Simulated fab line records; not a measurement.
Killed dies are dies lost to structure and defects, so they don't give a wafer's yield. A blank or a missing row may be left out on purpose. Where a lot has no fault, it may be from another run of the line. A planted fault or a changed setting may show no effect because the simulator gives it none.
fab line records -- flow sky130
record lots=6, wafers=18, lastDay=49
route steps=708 shown METAL2@489 PAD_OPEN@708
lots with no fault: from the same line, run without faults
startH: hours from the record's opening day to when the first of the lot's shown wafers began -- waitH: hours elapsed since this lot's preceding step -- " repeats the value in the row above -- L1.1+2: a row that stands for several wafers -- - no value present, or no start provided -- * or withheld: withheld -- < > ~ a bound
route shown NAME@n: NAME is a module with steps in the file, n the number in the route of the first one -- usual: mean and standard deviation over wafers with no fault -- same: alike in all rows -- chamber/n: place in a boat -- sites: readings site by site -- _std_site: their standard deviation -- _edge_site: mean of outer sites minus mean of inner sites -- radiusMm: for every site, how far away it sits from the centre of the wafer -- mask NAME#n: copy n -- behind: the tool/chamber that last shaped the wafer -- hold: what put the lot on hold/how long, in hours/how the hold closed -- device: transistor that didn't switch, given as n, p or np -- end of line: tests run on the same wafers once the route is complete -- where a step has no rows: the recipe by itself -- killed: at the first sort, the dies lost to defects and structure; wafer yield is something else -- map: a wafer's dies, x killed, . not, _ none there
set.NAME: the run value of the setting; set.NAME@STEP: its run value at that earlier step -- model.NAME: the simulator's own value behind a step, which no gauge read
lots seen at some steps along the route; tables by step, rows by wafer
services: the hour from which a tool's chamber was out of use, counted from the record's first day as startH (under 0 if before that day), plus the number of hours and why
## steps
# step SKY_METAL2_THK_MEAS_06
# recipe thkMeasGauge=xrf, reads=AlCu_of_METAL2_SPUTTER_02
# usual METAL2_ALCU_THK=250/3.1
lot.wafer,tool,chamber,startH,waitH,METAL2_ALCU_THK[nm]
L519.3,filmMetro-03,-,812.64,0.1,248
L519.4,filmMetro-03,-,812.64,0.1,249
L519.6,filmMetro-03,-,812.64,0.1,250
L520.2,filmMetro-03,-,814.38,0.1,249
L520.5,filmMetro-03,-,814.38,0.1,246
L520.6,filmMetro-03,-,814.38,0.1,253
L525.2,filmMetro-01,-,863.53,0.1,248
L525.3,filmMetro-01,-,863.53,0.1,247
L525.5,filmMetro-01,-,863.53,0.1,248
L528.4,filmMetro-04,-,892.44,0.1,257
L528.5,filmMetro-04,-,892.44,0.1,253
L528.6,filmMetro-04,-,892.44,0.1,256
L534.1,filmMetro-04,-,932.98,0.1,249
L534.3,filmMetro-04,-,932.98,0.1,253
L534.5,filmMetro-04,-,932.98,0.1,251
L535.2,filmMetro-03,-,934.13,0.1,247
L535.3,filmMetro-03,-,934.13,0.1,250
L535.6,filmMetro-03,-,934.13,0.1,248
# step SKY_METAL2_DEHYDRATE_07
# recipe tempC=200, timeS=60
# step SKY_METAL2_HMDS_08
# recipe primeTimeS=60, primeTempC=120
# step SKY_METAL2_COAT_09
# recipe resist=BARC, tempC=withheld, timeS=withheld, spinRpm=3000, resistThkNm=60
# step SKY_METAL2_COAT_10
# recipe resist=KrF-thick, spinRpm=3000, resistThkNm=450
# step SKY_METAL2_SOFTBAKE_11
# recipe tempC=100, timeS=90, resist=KrF-thick
# step SKY_METAL2_EXPOSE_12
# recipe maskId=MM2, na=0.8, sourceShape=annular, sigmaInner=0.55, sigmaOuter=0.85, targetCdNm=140, doseMj=28
# step SKY_METAL2_PEB_13
# recipe pebTempC=withheld, pebTimeS=withheld, resist=KrF-thick
# step SKY_METAL2_DEVELOP_14
# recipe developTimeS=60, resist=KrF-thick, devTempC=21
# step SKY_METAL2_CD_MEAS_15
# recipe targetCdNm=140
# usual cdNm=140.4/1.5
lot.wafer,tool,chamber,startH,waitH,cdNm
L519.3,cdSem-01,-,838.98,-,140.1
L519.4,cdSem-01,-,838.98,-,139.9
L519.6,cdSem-01,-,838.98,-,139.5
L520.2,cdSem-02,-,840.96,-,139.7
L520.5,cdSem-02,-,840.96,-,139.1
L520.6,cdSem-02,-,840.96,-,140.4
L525.2,cdSem-01,-,889.01,-,139.3
L525.3,cdSem-01,-,889.01,-,139.3
L525.5,cdSem-01,-,889.01,-,140.6
L528.4,cdSem-01,-,918.24,-,140.5
L528.5,cdSem-01,-,918.24,-,138.8
L528.6,cdSem-01,-,918.24,-,139.9
L534.1,cdSem-02,-,957.33,-,140.4
L534.3,cdSem-02,-,957.33,-,140.0
L534.5,cdSem-02,-,957.33,-,140.7
L535.2,cdSem-02,-,959.45,-,140.1
L535.3,cdSem-02,-,959.45,-,140.6
L535.6,cdSem-02,-,959.45,-,143.4
# step SKY_METAL2_OVL_MEAS_16
# usual METAL2_OVL=-4/7.5
lot.wafer,tool,chamber,startH,waitH,METAL2_OVL[nm]
L519.3,overlay-01,-,839.07,0.1,2
L519.4,overlay-01,-,839.07,0.1,-2
L519.6,overlay-01,-,839.07,0.1,2
L520.2,overlay-02,-,841.07,0.1,-8
L520.5,overlay-02,-,841.07,0.1,-7
L520.6,overlay-02,-,841.07,0.1,-5
L525.2,overlay-01,-,889.12,0.1,-9
L525.3,overlay-01,-,889.12,0.1,-17
L525.5,overlay-01,-,889.12,0.1,-13
L528.4,overlay-01,-,918.32,0.1,2
L528.5,overlay-01,-,918.32,0.1,-3
L528.6,overlay-01,-,918.32,0.1,-4
L534.1,overlay-02,-,957.45,0.1,-6
L534.3,overlay-02,-,957.45,0.1,-7
L534.5,overlay-02,-,957.45,0.1,-1
L535.2,overlay-01,-,959.56,0.1,5
L535.3,overlay-01,-,959.56,0.1,-4
L535.6,overlay-01,-,959.56,0.1,7
# step SKY_METAL2_DESCUM_17
# recipe chemistry=O2, sourcePowerW=150, biasPowerW=0, pressureMtorr=10, tempC=40, timeS=8
# usual drypumpMotorCurrentA=5.6/0.49, oesProductAu=0.999/0.011
lot.wafer,tool,chamber,startH,waitH,drypumpMotorCurrentA,oesProductAu,rfHoursCounterH
L519.3,rieMetal-01,1,839.11,0.0,4.8,0.973,-
L519.4,rieMetal-01,0,839.11,0.0,5.8,1.003,-
L519.6,rieMetal-01,1,839.11,0.0,4.8,0.973,-
L520.2,rieMetal-01,1,841.10,0.0,4.8,0.987,5
L520.5,rieMetal-01,0,841.10,0.0,5.8,1.006,-
L520.6,rieMetal-01,1,841.10,0.0,4.8,0.986,-
L525.2,rieMetal-04,1,889.15,0.0,5.4,1.015,7
L525.3,rieMetal-04,0,889.15,0.0,6.2,0.978,-
L525.5,rieMetal-04,1,889.15,0.0,5.4,1.017,-
L528.4,rieMetal-04,0,918.37,0.0,6.2,0.981,-
L528.5,rieMetal-04,0,918.37,0.0,6.2,0.981,-
L528.6,rieMetal-04,0,918.37,0.0,6.2,0.979,-
L534.1,rieMetal-04,0,957.49,0.0,6.2,0.997,16
L534.3,rieMetal-04,0,957.49,0.0,6.2,0.995,-
L534.5,rieMetal-04,1,957.49,0.0,5.4,1.012,-
L535.2,rieMetal-04,1,959.59,0.0,5.4,1.004,10
L535.3,rieMetal-04,1,959.59,0.0,5.4,1.003,-
L535.6,rieMetal-04,1,959.59,0.0,5.4,1.002,-
# step SKY_METAL2_ETCH_18
# recipe chemistry=N2/H2, target=BARC, ionEnergyEv=200, biasW=100, pressureMtorr=30, n2FlowSccm=100, h2FlowSccm=200, icpW=500, stopOn=SiO2, timeS=45.9, targetDepthA=600
# usual biasW=99.98/0.29, drypumpMotorCurrentA=5.6/0.49, oesProductAu=0.855/0.0051, throttleValvePct=13.226/0.0092
lot.wafer,tool,chamber,startH,waitH,biasW,drypumpMotorCurrentA,oesProductAu,rfHoursCounterH,throttleValvePct
L519.3,rieMetal-01,1,839.15,0.0,99.55,4.9,0.855,-,13.233
L519.4,rieMetal-01,0,839.15,0.0,99.74,5.8,0.863,-,13.222
L519.6,rieMetal-01,1,839.15,0.0,100.09,4.8,0.857,-,13.222
L520.2,rieMetal-01,1,841.13,0.0,99.54,4.9,0.848,6,13.200
L520.5,rieMetal-01,0,841.13,0.0,100.06,5.8,0.855,-,13.232
L520.6,rieMetal-01,1,841.13,0.0,99.87,4.9,0.860,-,13.236
L525.2,rieMetal-04,1,889.18,0.0,100.02,5.4,0.857,7,13.230
L525.3,rieMetal-04,0,889.18,0.0,99.55,6.2,0.849,-,13.230
L525.5,rieMetal-04,1,889.18,0.0,99.63,5.4,0.852,-,13.199
L528.4,rieMetal-04,0,918.47,0.1,100.07,6.2,0.850,-,13.225
L528.5,rieMetal-04,0,918.47,0.1,99.89,6.2,0.864,-,13.219
L528.6,rieMetal-04,0,918.47,0.1,100.05,6.2,0.851,-,13.220
L534.1,rieMetal-04,0,957.52,0.0,106.06,6.2,0.844,16,13.216
L534.3,rieMetal-04,0,957.52,0.0,105.80,6.2,0.858,-,13.218
L534.5,rieMetal-04,1,957.52,0.0,105.84,5.4,0.855,-,13.236
L535.2,rieMetal-04,1,959.62,0.0,105.98,5.4,0.852,10,13.221
L535.3,rieMetal-04,1,959.62,0.0,106.48,5.4,0.847,-,13.230
L535.6,rieMetal-04,1,959.62,0.0,105.98,5.4,0.857,-,13.229
# step SKY_METAL2_METAL_ETCH_19
# recipe targetDepthA=3600, stopOn=SiO2, overEtchFrac=0.3, timeS=78, chemistry=Cl2/BCl3, resistSidewallDeg=88, pressureMtorr=10, icpW=900, biasW=48.5, Cl2_flow_sccm=60, bcl3FlowSccm=30
# usual biasW=48.50/0.15, drypumpMotorCurrentA=5.6/0.49, oesProductAu=0.854/0.0063, throttleValvePct=22.264/0.0081
lot.wafer,tool,chamber,startH,waitH,biasW,drypumpMotorCurrentA,oesProductAu,rfHoursCounterH,throttleValvePct
L519.3,rieMetal-01,1,839.22,0.1,48.68,4.8,0.838,-,22.256
L519.4,rieMetal-01,0,839.22,0.1,48.62,5.8,0.855,-,22.249
L519.6,rieMetal-01,1,839.22,0.1,48.83,4.8,0.844,-,22.257
L520.2,rieMetal-01,1,841.19,0.0,48.51,4.9,0.852,6,22.253
L520.5,rieMetal-01,0,841.19,0.0,48.29,5.8,0.849,-,22.263
L520.6,rieMetal-01,1,841.19,0.0,48.39,4.9,0.856,-,22.267
L525.2,rieMetal-04,1,889.24,0.0,48.47,5.4,0.854,7,22.263
L525.3,rieMetal-04,0,889.24,0.0,48.42,6.2,0.847,-,22.273
L525.5,rieMetal-04,1,889.24,0.0,48.26,5.4,0.852,-,22.264
L528.4,rieMetal-04,0,918.62,0.1,48.54,6.2,0.861,-,22.259
L528.5,rieMetal-04,0,918.62,0.1,48.60,6.2,0.849,-,22.268
L528.6,rieMetal-04,0,918.62,0.1,48.61,6.2,0.864,-,22.269
L534.1,rieMetal-04,0,957.58,0.0,48.45,6.2,0.857,16,22.269
L534.3,rieMetal-04,0,957.58,0.0,48.49,6.2,0.855,-,22.275
L534.5,rieMetal-04,1,957.58,0.0,48.40,5.4,0.857,-,22.269
L535.2,rieMetal-04,1,959.68,0.0,48.57,5.4,0.856,10,22.251
L535.3,rieMetal-04,1,959.68,0.0,48.39,5.4,0.861,-,22.249
L535.6,rieMetal-04,1,959.68,0.0,48.65,5.4,0.848,-,22.284
# step SKY_PAD_OPEN_PROBE_99
# usual defectLimitedYield=82.9/2, killed_at_M0_to_M3=42/7.6, killed_at_M4_up=2.9/1.7, killedAtContacts=24/5.1, killedAtFrontEnd=15/4, killedAtOther=0.2/0.38, killedDies=84/9.9, killedOpen=46/7.2, killedShort=38/6.6, sort_bin_3_pad_short=0.9/0.38, sort_bin_5_function=10.2/1.5, sort_bin_6_memory=6.0/1, sortNPass=408/9.9, sortYieldPct=82.9/2
# same grossDies=492, killedAtBackSide=0, sort_bin_4_leakage[%]=0, sort_bin_8_speed[%]=0
lot.wafer,tool,chamber,startH,waitH,defectLimitedYield[%],killed_at_M0_to_M3,killed_at_M4_up,killedAtContacts,killedAtFrontEnd,killedAtOther,killedDies,killedOpen,killedShort,sort_bin_3_pad_short[%],sort_bin_5_function[%],sort_bin_6_memory[%],sortNPass,sortYieldPct[%]
L519.3,prober-02,-,1091.76,0.2,82.5,39,0,31,16,0,86,44,42,0.4,11.4,5.7,406,82.5
L519.4,prober-02,-,1091.81,0.2,81.3,42,3,29,18,0,92,48,44,1.4,10.4,6.9,400,81.3
L519.6,prober-02,-,1091.91,0.2,83.1,45,1,22,15,0,83,48,35,0.8,10.4,5.7,409,83.1
L525.2,prober-02,-,1131.11,0.1,82.1,48,5,23,12,0,88,52,36,1.0,10.6,6.3,404,82.1
L525.3,prober-02,-,1131.16,0.2,84.8,39,3,20,13,0,75,38,37,0.4,8.7,6.1,417,84.8
L525.5,prober-02,-,1131.26,0.2,84.3,44,2,15,16,0,77,46,31,0.8,9.1,5.7,415,84.3
L528.4,prober-01,-,1153.41,0.2,80.9,52,4,28,10,0,94,45,49,1.2,11.2,6.7,398,80.9
L528.5,prober-01,-,1153.46,0.2,81.7,48,2,27,13,0,90,46,44,0.8,10.8,6.7,402,81.7
L528.6,prober-01,-,1153.51,0.2,83.5,43,3,23,12,0,81,49,32,1.0,8.5,6.9,411,83.5
L535.2,prober-02,-,1182.35,0.1,82.5,43,6,24,13,0,86,45,40,1.0,10.8,5.7,406,82.5
L535.3,prober-02,-,1182.40,0.2,85.2,34,3,21,14,1,73,34,39,0.6,10.2,4.1,419,85.2
L535.6,prober-02,-,1182.55,0.2,83.7,38,6,22,14,0,80,41,39,0.8,8.9,6.5,412,83.7
# killed by level:class
L519.3 CONTACT:geometricParticle:open=10 LI_CONTACT:geometricParticle:open=8 FIELD_ISO:geometricParticle:short=7 CONTACT:geometricParticle:short=7 VIA1:geometricParticle:open=7 METAL2:geometricParticle:short=6 FIELD_ISO:geometricParticle:open=5 VIA2:geometricParticle:open=5
L519.4 LI_CONTACT:geometricParticle:open=9 VIA1:geometricParticle:short=8 CONTACT:geometricParticle:open=7 LOCAL_INTERCONNECT:geometricParticle:short=6 METAL1:geometricParticle:short=6 VIA2:geometricParticle:open=6 FIELD_ISO:geometricParticle:short=5 VIA1:geometricParticle:open=5
L519.6 CONTACT:geometricParticle:open=9 VIA1:geometricParticle:open=9 METAL2:geometricParticle:short=7 VIA3:geometricParticle:open=7 VIA2:geometricParticle:open=5 LI_CONTACT:geometricParticle:short=4 LI_CONTACT:geometricParticle:open=4 VIA2:geometricParticle:short=4
L525.2 CONTACT:geometricParticle:open=13 VIA1:geometricParticle:open=11 VIA2:geometricParticle:open=9 VIA3:geometricParticle:open=8 CONTACT:geometricParticle:short=7 METAL2:geometricParticle:short=6 POLY_GATE:geometricParticle:short=4 METAL4:geometricParticle:short=4
L525.3 VIA1:geometricParticle:open=12 CONTACT:geometricParticle:open=7 METAL1:geometricParticle:short=7 VIA2:geometricParticle:open=6 FIELD_ISO:geometricParticle:short=5 LI_CONTACT:geometricParticle:open=4 CONTACT:geometricParticle:short=4 VIA1:geometricParticle:short=4
L525.5 VIA1:geometricParticle:open=14 VIA3:geometricParticle:open=7 VIA2:geometricParticle:short=6 FIELD_ISO:geometricParticle:open=5 LOCAL_INTERCONNECT:geometricParticle:short=5 CONTACT:geometricParticle:open=5 VIA2:geometricParticle:open=5 POLY_GATE:geometricParticle:short=4
L528.4 VIA1:geometricParticle:open=10 VIA2:geometricParticle:open=9 CONTACT:geometricParticle:short=7 METAL1:geometricParticle:short=7 METAL2:geometricParticle:short=7 LI_CONTACT:geometricParticle:open=6 CONTACT:geometricParticle:open=6 LI_CONTACT:geometricParticle:short=5
L528.5 CONTACT:geometricParticle:open=9 VIA1:geometricParticle:open=9 METAL2:geometricParticle:short=8 LI_CONTACT:geometricParticle:open=6 METAL1:geometricParticle:short=6 VIA1:geometricParticle:short=6 LOCAL_INTERCONNECT:geometricParticle:short=5 VIA3:geometricParticle:open=5
L528.6 VIA1:geometricParticle:open=10 LI_CONTACT:geometricParticle:open=8 CONTACT:geometricParticle:open=7 VIA2:geometricParticle:open=7 VIA3:geometricParticle:open=6 METAL2:geometricParticle:short=5 FIELD_ISO:geometricParticle:short=4 CONTACT:geometricParticle:short=4
L535.2 METAL1:geometricParticle:short=12 CONTACT:geometricParticle:open=11 VIA1:geometricParticle:open=8 VIA2:geometricParticle:open=8 FIELD_ISO:geometricParticle:open=4 LI_CONTACT:geometricParticle:open=4 POLY_CUT:geometricParticle:short=3 CONTACT:geometricParticle:short=3
L535.3 CONTACT:geometricParticle:open=9 VIA1:geometricParticle:open=6 METAL2:geometricParticle:short=6 POLY_GATE:geometricParticle:short=5 LI_CONTACT:geometricParticle:open=5 CONTACT:geometricParticle:short=4 METAL1:geometricParticle:short=4 FIELD_ISO:geometricParticle:short=3
L535.6 VIA1:geometricParticle:open=8 VIA2:geometricParticle:open=8 LI_CONTACT:geometricParticle:open=6 LOCAL_INTERCONNECT:geometricParticle:short=6 CONTACT:geometricParticle:open=5 METAL1:geometricParticle:short=5 METAL2:geometricParticle:short=5 METAL4:geometricParticle:short=5
## services
tool,chamber,startH,hours,kind
rieMetal-04,1,917.61,3.2,repair
rieMetal-04,0,925.79,5.1,repair
## key
firstSign step=SKY_METAL2_ETCH_18, reading=biasW, direction=up, sigmas=21, usual=99.98, struck=106.02
effect none on later readings
metAt SKY_METAL2_ETCH_18
struckWafers L534.1,L534.3,L534.5,L535.2,L535.3,L535.6
onsetBetween 918.47 957.52
fault kind=processParameterDrift, tool=rieMetal-04, chamber=-, onsetH=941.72, steps=SKY_METAL2_ETCH_18, channel=biasW, offset=5.7523, shape=step, endH=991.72, actsIn=theseRecipesOnly, stated=100
